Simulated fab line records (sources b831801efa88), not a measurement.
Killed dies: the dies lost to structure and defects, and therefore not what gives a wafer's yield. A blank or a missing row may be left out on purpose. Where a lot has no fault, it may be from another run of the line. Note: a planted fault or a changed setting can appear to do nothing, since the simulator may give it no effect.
Problem report in the 8D (eight disciplines) form, filled by code -- flow sky130 -- the parts of the form that need people (team, actions taken, sign-off) are left out

== 1. THE PROBLEM ==
Across 6 wafers from 2 lots, VT_ADJUST_LVTN_2_TW at SKY_VT_ADJUST_LVTN_TW_MEAS_21 averages 204.6, while fault-free wafers read 188.5 with a standard deviation of 0.83. That puts it +19 standard deviations away from the usual mean.
First seen on wafer L637.2, day 10 23:58, on film metro-03. The record holds 36 wafers of 12 lots with a number at this step. Rule for "out" (also "out of limits"): further than 4 standard deviations from the usual mean. All remaining wafers that have a number are taken as sound.

== 2. WHAT IT IS; WHAT IT IS NOT ==
question,is,is not
which readings at this step,VT_ADJUST_LVTN_2_TW,-
which lots,"L637, L638","L626, L627, L629, L630, L643, L644, L645, L646, L648, L649"
which wafers of those lots,all that have a number,-
read on which gauges,"film metro-02, film metro-03",film metro-01
when,from day 10 23:58,"up to then (12 sound wafers); but 18 sound wafers of L643, L644, L645, L646, L648, L649 came after"

== 3. THE SUSPECTS, EACH WITH WHAT RULES IT OUT ==
Counting: a tool at a process step up to the reading stays a suspect if it ran every lot that is out and no sound lot after the first of them.
- the gauge at SKY_VT_ADJUST_LVTN_TW_MEAS_21: ruled out. The wafers that are out were read on 2 gauges (film metro-02, film metro-03).
- implanter-04 at SKY_VT_ADJUST_LVTN_IMPLANT_19: kept. It ran every lot that is out, first L637 (day 10 23:43), and no sound lot after that. Out on those wafers are its own readings of dose ions cm2, faraday current uA.
Remaining after the count: implanter-04 at SKY_VT_ADJUST_LVTN_IMPLANT_19.

== 4. THE CAUSE (what the simulator had put in) ==
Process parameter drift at SKY_VT_ADJUST_LVTN_IMPLANT_19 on implanter-04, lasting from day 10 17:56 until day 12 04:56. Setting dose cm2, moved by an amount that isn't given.
The count eliminated every tool but this one.

== 5. SEQUENCE OF EFFECTS, ordered by route ==
One row per reading whose mean, taken over the struck wafers that have a number, lies over 3 standard deviations from the usual. Only readings for which the record gives a usual standard deviation are gone through. hours: the time from each lot's start at the first step in this table that gives one to its start at this step, as a median over the lots. sigmas: the change in usual standard deviations.
hours,step,reading,usual,on struck wafers,change,sigmas
0,SKY_VT_ADJUST_LVTN_IMPLANT_19,dose ions cm2,6.5e+11,8.6e+11,+2.1e+11,+99 or more
0,SKY_VT_ADJUST_LVTN_IMPLANT_19,faraday current uA,3.66,4.80,+1.14,+14
0,SKY_VT_ADJUST_LVTN_TW_MEAS_21,VT_ADJUST_LVTN_2_TW,188.5,204.6,+16.1,+19
It contains these process steps:
- SKY_VT_ADJUST_LVTN_IMPLANT_19
Later steps that measure or inspect, where all struck wafers having a row at the step show a number for every such reading and not one has moved that far: SKY_VT_ADJUST_NCORE_CD_MEAS_07.

== 6. WHAT WOULD HAVE CAUGHT IT SOONER ==
In this record the first reading out of limits at a measuring or inspecting step was taken at day 10 23:58, 6 hours after the fault began at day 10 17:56.
At SKY_VT_ADJUST_LVTN_IMPLANT_19, the tool's own readings (dose ions cm2, faraday current uA) were out on each struck wafer the step has a row for, so an alarm limit on them would have fired on the first such wafer.
Of the lots that are out (2), L638 began SKY_VT_ADJUST_LVTN_IMPLANT_19 on implanter-04 after day 10 23:58. It would have been spared by a hold on the tool at that moment.
